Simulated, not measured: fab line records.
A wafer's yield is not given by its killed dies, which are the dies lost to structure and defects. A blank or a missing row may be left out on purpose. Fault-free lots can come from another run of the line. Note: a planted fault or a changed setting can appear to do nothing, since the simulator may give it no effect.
Which tool is to blame? ; flow gf180mcu ; 14 lots, 42 wafers sampled, at 2 steps of a route of 602

== WHAT EACH GAUGE READ, for each wafer ==
GF_M2_CD_MEAS_14: the cd target is 280 nm.
lot;measured;on;cd-nm (nm)
L539;day 19 07:25;cd-sem-02;278.8 278.6 279.6
L541;day 20 00:46;cd-sem-01;281.3 281.1 280.8
L542;day 20 11:28;cd-sem-02;280.5 280.3 280.6
L543;day 20 22:07;cd-sem-01;281.4 280.7 280.4
L545;day 21 18:09;cd-sem-01;282.0 282.0 281.3
L546;day 22 04:29;cd-sem-02;279.6 278.2 278.9
L552;day 24 02:44;cd-sem-01;277.3 276.5 276.6
L553;day 24 08:46;cd-sem-01;280.1 280.0 280.9
L554;day 24 21:12;cd-sem-01;279.8 278.5 279.2
L555;day 25 05:46;cd-sem-02;282.4 283.0 283.3
L558;day 26 04:48;cd-sem-01;281.4 281.2 281.3
L559;day 26 09:23;cd-sem-01;282.0 282.3 280.6
L561;day 26 16:02;cd-sem-01;279.5 278.3 279.9
L562;day 27 03:25;cd-sem-02;279.3 278.1 277.5

GF_V2_THK_MEAS_01.
lot;measured;on;V2_CVD_00_THK (nm)
L539;day 19 08:25;film-metro-04;589 595 594
L541;day 20 01:46;film-metro-04;593 595 595
L542;day 20 12:20;film-metro-03;594 594 596
L543;day 20 23:00;film-metro-01;603 596 606
L545;day 21 19:08;film-metro-03;601 597 604
L546;day 22 05:27;film-metro-03;607 606 605
L552;day 24 03:38;film-metro-03;594 593 597
L553;day 24 09:40;film-metro-01;601 599 600
L554;day 24 22:07;film-metro-03;607 602 586
L555;day 25 06:37;film-metro-01;595 603 594
L558;day 26 05:44;film-metro-04;594 590 591
L559;day 26 10:26;film-metro-01;584 590 589
L561;day 26 16:58;film-metro-04;597 606 599
L562;day 27 04:20;film-metro-01;587 588 586

== TOOL THAT RAN EACH LOT (tool first, then ch and the chambers of the sampled wafers, then the start) ==
No process step before these readings appears in the record.

== AS READ BY THE TOOLS THEMSELVES (means over the sampled wafers that have a number; for cases with no such wafer, the mark the record gives instead) ==
The record holds no such reading with a usual standard deviation.

== THE ANSWER, worked out from the rows above alone ==
Rule: what is usual is taken from the lots themselves. The widest of any qualifying gaps counts: lots, ordered by their means at a reading, are off when they make up no more than a third of the lots, leave a main group of 4 or more, and stand apart from it by 3 or more times the standard deviation of that group's means. A main group is skipped when, at the precision printed for the reading in the tables above, its means are all equal. A lot without any number at a reading at which 4 lots or more have one is off too. Where the step has rows for the other lots, those lots are counted as sound. First the gauges in route order, then the tools' own readings, where a lot's mean is used as printed above. At the first step where some lot is off, the reading lying furthest off is the one used; lots without a number count as furthest.
No lot is off on any of the readings shown, so nothing can be concluded from this.

== WHAT THE SIMULATOR HAD INSERTED ==
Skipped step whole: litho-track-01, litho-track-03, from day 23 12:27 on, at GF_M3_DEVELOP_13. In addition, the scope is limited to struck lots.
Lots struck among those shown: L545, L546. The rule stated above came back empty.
